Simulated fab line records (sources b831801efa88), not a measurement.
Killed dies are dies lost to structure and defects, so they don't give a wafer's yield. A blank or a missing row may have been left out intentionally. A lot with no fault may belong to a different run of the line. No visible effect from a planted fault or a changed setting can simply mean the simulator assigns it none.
A struck lot beside a sound one || flow sky130 || 15 out of 708 route steps
Sound: the wafers L770.2, L770.3, L770.6. Struck: wafer L777.6 (L777.2, L777.3, from the same lot, were not struck and are left out); the cause is given at the end.
At each step with rows: each side's tool, then ch and its chambers, then its first start. Under that, the readings that differ: sound wafers || struck wafers || difference of the means || sigmas: that difference in standard deviations of wafers without a fault.
alike: same words and numbers on both sides, and readings whose means sit less than 2 such deviations apart. not compared: any withheld reading, any reading some wafer has no value for, any bound like >300 that may hide the same value, and any number with overlapping values for which the record gives no deviation.
The two part at a step that has a row with sigmas, a row that says differs or no value, or rows on one side only. Numbers that don't overlap but have no deviation are shown without sigmas and don't part them. Lack of a reading on every wafer of one side parts them only where that side has two or more wafers.

SKY_VIA3_ETCH_14: etches BARC in N2/H2, stops on SiO2, time 45.9 s, target depth 60 nm.
  sound on rieDiel-02 ch 0,1,2, day 39 11:56; struck on rieDiel-02 ch 2, day 41 15:38
  alike: chamberPressureMTorr, drypumpMotorCurrentA, oesProductAu, throttleValvePct
  not compared: rfHoursCounterH
then, 5 steps without rows for these wafers: SKY_VIA3_ETCH_15 (etches SiO2 in C4F8/O2/Ar, stops on TiN, target depth 507 nm, time 78 s); SKY_VIA3_STRIP_16 (strips in O2/N2); SKY_VIA3_STRIP_17 (strips in post etch residue remover, time 1200 s); SKY_VIA3_CLEAN_18 (cleans in IPA, time 180 s); SKY_VIA3_CLEAN_19 (cleans in O3/DIW).
SKY_VIA3_SPUTTER_20: material TiN, target thk 20 nm, time 80 s.
  struck on pvdSputter-04, day 41 16:20; sound on pvdSputter-04, day 39 12:38
  alike: cathodeDcPowerW, throttleValvePct
then, 1 step without rows for these wafers: SKY_VIA3_CVD_21 (deposits W, target thk 390 nm, time 117.31 s).
SKY_VIA3_RS_MEAS_22: measurement is done with a four-point probe.
  struck on filmMetro-01, day 41 16:32; sound on filmMetro-02, day 39 12:50
  alike: VIA3_W_RS
SKY_VIA3_THK_MEAS_23: measures by xrf.
  struck on filmMetro-01, day 41 16:38; sound on filmMetro-02, day 39 12:57
  alike: VIA3_W_THK
SKY_VIA3_CMP_24: polishes, stops on SiO2, t overpolish 20 s, target thk 0 nm.
  sound on cmp-01 ch 0,1,3, day 39 13:00; struck on cmp-02 ch 1, day 41 16:52
{"reading": "overpolishRunS (s)", "sound": "20.014 20.009 20.015", "struck": 19.993, "difference": -0.020, "sigmas": -2}
{"reading": "timeToEndpointS (s)", "sound": "96 97 96", "struck": 87, "difference": -9, "sigmas": -3}
  alike: motorCurrentA, retainingRingPressureFrac
SKY_METAL4_SPUTTER_00: material Ti, target thk 15 nm, time 10 s.
  struck on pvdSputter-03, day 41 17:07; sound on pvdSputter-03, day 39 13:18
  alike: cathodeDcPowerW, throttleValvePct
SKY_METAL4_SPUTTER_01: material TiN, target thk 20 nm, time 16.7 s.
  struck on pvdSputter-03, day 41 17:08; sound on pvdSputter-03, day 39 13:19
{"reading": "model.TiN_of_METAL4_SPUTTER_01.thkNm (nm)", "sound": "20.16 20.17 19.89", "struck": 11.36, "difference": -8.71, "sigmas": ""}
  alike: cathodeDcPowerW, throttleValvePct
SKY_METAL4_SPUTTER_02: material AlCu, target thk 735 nm, time 39.1 s.
  struck on pvdSputter-03, day 41 17:09; sound on pvdSputter-03, day 39 13:21
{"reading": "cathodeDcPowerW (W)", "sound": "10600 10599 10604", "struck": 10597, "difference": -4, "sigmas": -2}
  alike: throttleValvePct
then, 1 step without rows for these wafers: SKY_PAD_OPEN_PROBE_99.

## WHERE THEY PART
Earliest at SKY_VIA3_CMP_24; latest, in this record, at SKY_METAL4_SPUTTER_02.

WHY: the cause the simulator had injected
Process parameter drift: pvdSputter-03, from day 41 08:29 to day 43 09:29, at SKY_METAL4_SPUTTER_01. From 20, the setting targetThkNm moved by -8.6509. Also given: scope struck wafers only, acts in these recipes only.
